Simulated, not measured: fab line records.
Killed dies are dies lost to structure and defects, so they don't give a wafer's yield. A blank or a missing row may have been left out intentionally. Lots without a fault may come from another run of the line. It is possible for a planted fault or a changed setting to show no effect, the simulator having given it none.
Problem report in the 8D (eight disciplines) form, filled by code	flow sky130	the parts of the form that need people (team, actions taken, sign-off) are left out

1. WHAT IS WRONG
Mean of beam_energy_keV at SKY_SONOS_TUNNEL_IMPLANT_09: 22.994 across 6 wafers in 2 lots; on wafers with no fault it is 20.000 (standard deviation 0.0061). That is +99 or more standard deviations from the usual mean.
First seen on wafer L885.1, day 15 00:44, on implanter-04. The record has a number at this step for 39 wafers belonging to 13 lots. Rule for "out", or "out of limits": more than 4 standard deviations from the usual mean. All remaining wafers that have a number are taken as sound.

2. WHAT THIS IS AND IS NOT
question	is	is not
which readings at this step	beam_energy_keV	-
which lots	L883, L885	L874, L878, L880, L887, L889, L891, L893, L894, L895, L896, L897
which wafers of those lots	all that have a number	-
read on which tools	implanter-04	implanter-02, implanter-03
when	from day 15 00:44	up to then (9 sound wafers); but 24 sound wafers of L887, L889, L891, L893, L894, L895, L896, L897 came after

3. THE SUSPECTS, EACH WITH WHAT RULES IT OUT
Counting: any tool at a process step up to the reading is kept as a suspect provided that every lot that is out went through it and no sound lot did after the first of them.
- plasma_asher-03 at SKY_VT_ADJUST_LVTN_STRIP_20 (strips in O2/N2): ruled out as a lasting fault. Following L885 (day 10 21:22), the first lot on it that is out, the sound lots L894, L896, L897 were run on it.
- implanter-04 at SKY_SONOS_TUNNEL_IMPLANT_09: ruled out as a lasting fault. Following L885 (day 15 00:44), the first lot on it that is out, the sound lots L893, L895, L897 were run on it.
Left after counting: nothing in the record.

4. THE CAUSE (what the simulator had put in)
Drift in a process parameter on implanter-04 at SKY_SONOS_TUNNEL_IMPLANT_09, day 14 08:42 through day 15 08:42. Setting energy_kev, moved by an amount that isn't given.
Counting ruled it out, wrongly.

5. THE EFFECT CHAIN, in route order
One row per reading whose mean, taken over the struck wafers that have a number, lies over 3 standard deviations from the usual. Only readings for which the record gives a usual standard deviation are gone through. hours: the time from each lot's start at the first step in this table that gives one to its start at this step, as a median over the lots. sigmas: the change in usual standard deviations.
hours	step	reading	usual	on struck wafers	change	sigmas
0	SKY_SONOS_TUNNEL_IMPLANT_09	beam_energy_keV	20.000	22.994	+2.994	+99 or more
It contains these process steps:
- SKY_SONOS_TUNNEL_IMPLANT_09

6. HOW IT WOULD HAVE BEEN CAUGHT EARLIER
In this record no reading fell out of limits until day 15 00:44, 16 hours after the fault had begun at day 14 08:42.
